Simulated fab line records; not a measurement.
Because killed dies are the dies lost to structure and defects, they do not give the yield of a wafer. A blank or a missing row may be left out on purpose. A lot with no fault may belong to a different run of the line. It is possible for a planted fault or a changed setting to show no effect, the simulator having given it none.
Which of the tools did it? | flow gf180mcu | 12 lots with 36 wafers sampled at 5 steps, on a route of 602 steps

WHAT THE GAUGES READ, wafer by wafer
GF_DNWELL_TW_MEAS_09. Usual: DNWELL_TW typically reads 1349, with standard deviation 13.
lot  | measured    | on            | DNWELL_TW      | flag
L232 | day 3 00:25 | film-metro-01 | 1358 1363 1374 |
L233 | day 3 03:16 | film-metro-04 | 1337 1336 1333 |
L235 | day 3 12:55 | film-metro-02 | 1339 1341 1349 |
L236 | day 3 21:23 | film-metro-04 | 1338 1335 1343 |
L237 | day 4 00:31 | film-metro-01 | 1371 1365 1373 |
L239 | day 4 07:34 | film-metro-04 | 1337 1333 1338 |
L243 | day 5 03:39 | film-metro-04 | 1338 1338 1341 |
L244 | day 5 11:47 | film-metro-01 | 1697 1704 1694 | OFF
L246 | day 5 21:00 | film-metro-01 | 1372 1366 1376 |
L250 | day 6 17:56 | film-metro-02 | 1674 1684 1691 | OFF
L251 | day 6 23:03 | film-metro-04 | 1344 1345 1337 |
L252 | day 7 04:35 | film-metro-02 | 1341 1338 1341 |

GF_DUAL_GATE_THK_MEAS_03. Usual: DUAL_GATE_OXIDATION_00_THK typically reads 10.94 nm, with standard deviation 0.17.
lot  | measured     | on            | DUAL_GATE_OXIDATION_00_THK (nm) | flag
L232 | day 7 20:55  | film-metro-04 | 11.02 10.88 10.85               |
L233 | day 8 00:09  | film-metro-04 | 11.09 10.96 11.12               |
L235 | day 8 14:04  | film-metro-02 | 10.78 10.88 10.86               |
L236 | day 8 22:56  | film-metro-04 | 11.12 10.96 11.23               |
L237 | day 9 01:44  | film-metro-02 | 11.06 10.79 10.95               |
L239 | day 9 11:17  | film-metro-03 | 11.17 11.06 11.04               |
L243 | day 10 16:02 | film-metro-02 | 11.42 11.26 11.35               |
L244 | day 11 00:58 | film-metro-04 | 10.84 10.94 11.04               |
L246 | day 11 14:41 | film-metro-04 | 10.90 10.81 11.05               |
L250 | day 12 17:28 | film-metro-03 | 10.98 10.92 11.10               |
L251 | day 13 01:02 | film-metro-02 | 11.08 10.93 10.76               |
L252 | day 13 09:36 | film-metro-02 | 11.10 10.93 10.88               |

WHAT TOOL EACH LOT RAN ON (gives the tool, then ch and the chambers of the sampled wafers, and finally the start)
lot  | GF_STI_ETCH_13                    | GF_STI_ETCH_14                  | GF_DNWELL_IMPLANT_07
L232 | rie-diel-04 ch 1,2, day 2 05:32   | rie-si-02 ch 0,1,2, day 2 05:37 | implanter-03 ch 0, day 3 00:11
L233 | rie-diel-04 ch 1,2, day 2 08:44   | rie-si-01 ch 1,2,3, day 2 08:49 | implanter-01 ch 0, day 3 03:04
L235 | rie-diel-02 ch 0,3, day 2 16:33   | rie-si-01 ch 0,2,3, day 2 16:38 | implanter-01 ch 0, day 3 12:40
L236 | rie-diel-03 ch 0,1, day 3 00:03   | rie-si-01 ch 0,2, day 3 00:08   | implanter-01 ch 0, day 3 21:08
L237 | rie-diel-03 ch 2,3, day 3 04:56   | rie-si-01 ch 1,3, day 3 05:01   | implanter-04 ch 0, day 4 00:16
L239 | rie-diel-03 ch 1,2,3, day 3 14:00 | rie-si-02 ch 0,2,3, day 3 14:05 | implanter-03 ch 0, day 4 07:20
L243 | rie-diel-03 ch 0,2,3, day 4 09:56 | rie-si-01 ch 0,3, day 4 10:01   | implanter-03 ch 0, day 5 03:24
L244 | rie-diel-02 ch 1,2,3, day 4 15:39 | rie-si-01 ch 2,3, day 4 15:44   | implanter-03 ch 0, day 5 11:11
L246 | rie-diel-04 ch 1,2,3, day 5 01:02 | rie-si-02 ch 0,1, day 5 01:07   | implanter-01 ch 0, day 5 20:45
L250 | rie-diel-04 ch 0,2,3, day 5 21:52 | rie-si-01 ch 1,2,3, day 5 21:57 | implanter-01 ch 0, day 6 17:18
L251 | rie-diel-03 ch 1,2, day 6 03:23   | rie-si-01 ch 0,1,3, day 6 03:28 | implanter-04 ch 0, day 6 22:48
L252 | rie-diel-02 ch 0,1,2, day 6 08:25 | rie-si-01 ch 0,1,2, day 6 08:30 | implanter-01 ch 0, day 7 04:22
- GF_STI_ETCH_13: etches the open film in CHF3/O2, stops on Si, target depth 282.31 nm, time 112.9 s.
- GF_STI_ETCH_14: etches Si in HBr/Cl2/O2, target depth 360 nm, time 102.9 s.
- GF_DNWELL_IMPLANT_07

AS READ BY THE TOOLS THEMSELVES (means over the sampled wafers that have a number; for cases with no such wafer, the mark the record gives instead)
GF_STI_ETCH_13. Usual: chamber-pressure-mTorr 40.00 mTorr, standard deviation 0.032; drypump-motor-current-A 6.0 A, standard deviation 0.47; oes-product-au 0.833 a.u., standard deviation 0.0062; rf-fwd-power-W 597.0 W, standard deviation 1.7; throttle-valve-pct 8.810 %, standard deviation 0.0094.
lot  | tool        | chamber-pressure-mTorr (mTorr) | drypump-motor-current-A (A) | oes-product-au (a.u.) | rf-fwd-power-W (W) | throttle-valve-pct (%) | flag
L232 | rie-diel-04 | 39.98                          | 6.4                         | 0.835                 | 597.3              | 8.807                  |
L233 | rie-diel-04 | 39.99                          | 6.5                         | 0.831                 | 597.0              | 8.802                  |
L235 | rie-diel-02 | 40.00                          | 5.8                         | 0.828                 | 598.2              | 8.809                  |
L236 | rie-diel-03 | 40.00                          | 6.1                         | 0.835                 | 596.8              | 8.821                  |
L237 | rie-diel-03 | 40.03                          | 5.5                         | 0.839                 | 595.9              | 8.818                  |
L239 | rie-diel-03 | 39.98                          | 5.7                         | 0.839                 | 597.1              | 8.812                  |
L243 | rie-diel-03 | 39.98                          | 6.0                         | 0.838                 | 595.7              | 8.805                  |
L244 | rie-diel-02 | 40.00                          | 6.0                         | 0.836                 | 597.6              | 8.810                  |
L246 | rie-diel-04 | 39.99                          | 6.2                         | 0.830                 | 597.0              | 8.809                  |
L250 | rie-diel-04 | 40.01                          | 6.3                         | 0.834                 | 596.4              | 8.820                  |
L251 | rie-diel-03 | 40.00                          | 5.5                         | 0.830                 | 596.0              | 8.803                  |
L252 | rie-diel-02 | 39.98                          | 6.0                         | 0.832                 | 597.1              | 8.816                  |

GF_STI_ETCH_14. Usual: chamber-pressure-mTorr 15.002 mTorr, standard deviation 0.015; drypump-motor-current-A 6.0 A, standard deviation 0.55; oes-product-au 1.003 a.u., standard deviation 0.0081; rf-fwd-power-W 596.7 W, standard deviation 1.9; throttle-valve-pct 25.656 %, standard deviation 0.01.
lot  | tool      | chamber-pressure-mTorr (mTorr) | drypump-motor-current-A (A) | oes-product-au (a.u.) | rf-fwd-power-W (W) | throttle-valve-pct (%) | flag
L232 | rie-si-02 | 15.007                         | 6.1                         | 1.005                 | 596.6              | 25.661                 |
L233 | rie-si-01 | 14.994                         | 6.0                         | 1.003                 | 596.9              | 25.666                 |
L235 | rie-si-01 | 14.999                         | 5.6                         | 1.000                 | 596.4              | 25.656                 |
L236 | rie-si-01 | 15.046                         | 5.7                         | 0.996                 | 594.4              | 25.654                 |
L237 | rie-si-01 | 15.004                         | 6.1                         | 0.997                 | 597.7              | 25.666                 |
L239 | rie-si-02 | 14.997                         | 6.2                         | 1.007                 | 597.3              | 25.655                 |
L243 | rie-si-01 | 15.012                         | 5.3                         | 0.997                 | 595.5              | 25.661                 |
L244 | rie-si-01 | 14.995                         | 6.0                         | 1.003                 | 597.1              | 25.648                 |
L246 | rie-si-02 | 15.006                         | 6.2                         | 1.004                 | 597.7              | 25.652                 |
L250 | rie-si-01 | 14.994                         | 6.0                         | 0.997                 | 595.1              | 25.657                 |
L251 | rie-si-01 | 15.002                         | 5.7                         | 1.001                 | 597.3              | 25.647                 |
L252 | rie-si-01 | 14.999                         | 6.1                         | 0.995                 | 597.1              | 25.667                 |

GF_DNWELL_IMPLANT_07. Usual: end-station-pressure-torr 5.05e-06 Torr, standard deviation 2.8e-07.
lot  | tool         | end-station-pressure-torr (Torr) | flag
L232 | implanter-03 | 4.85e-06                         |
L233 | implanter-01 | 5.02e-06                         |
L235 | implanter-01 | 5.04e-06                         |
L236 | implanter-01 | 5.08e-06                         |
L237 | implanter-04 | 5.31e-06                         |
L239 | implanter-03 | 4.77e-06                         |
L243 | implanter-03 | 5.17e-06                         |
L244 | implanter-03 | 4.95e-06                         |
L246 | implanter-01 | 5.07e-06                         |
L250 | implanter-01 | 4.78e-06                         |
L251 | implanter-04 | 5.14e-06                         |
L252 | implanter-01 | 5.43e-06                         |

THE ANSWER, worked out from the rows above alone
Rule: a lot counts as off when the mean over its wafers that have a number is more than 3 standard deviations away from the usual mean. A lot without any number at a reading at which 4 lots or more have one is off too. Where the step has rows for the other lots, those lots are counted as sound. Order of review: gauges by route order, followed by the tools' own readings, for which a lot's mean as printed above is used. The first step at which some lot is off is used, and at that step the reading that is off furthest; a lot without a number counts as furthest.
Off: L244, L250, at GF_DNWELL_TW_MEAS_09 (DNWELL_TW).
If a tool, at a process step before that reading, ran all the lots that are off and no sound lot after the first of them, it fits. The gauges at GF_DNWELL_TW_MEAS_09 are tried like those tools. Not one of the candidates tried fits.

WHAT THE SIMULATOR HAD INSERTED
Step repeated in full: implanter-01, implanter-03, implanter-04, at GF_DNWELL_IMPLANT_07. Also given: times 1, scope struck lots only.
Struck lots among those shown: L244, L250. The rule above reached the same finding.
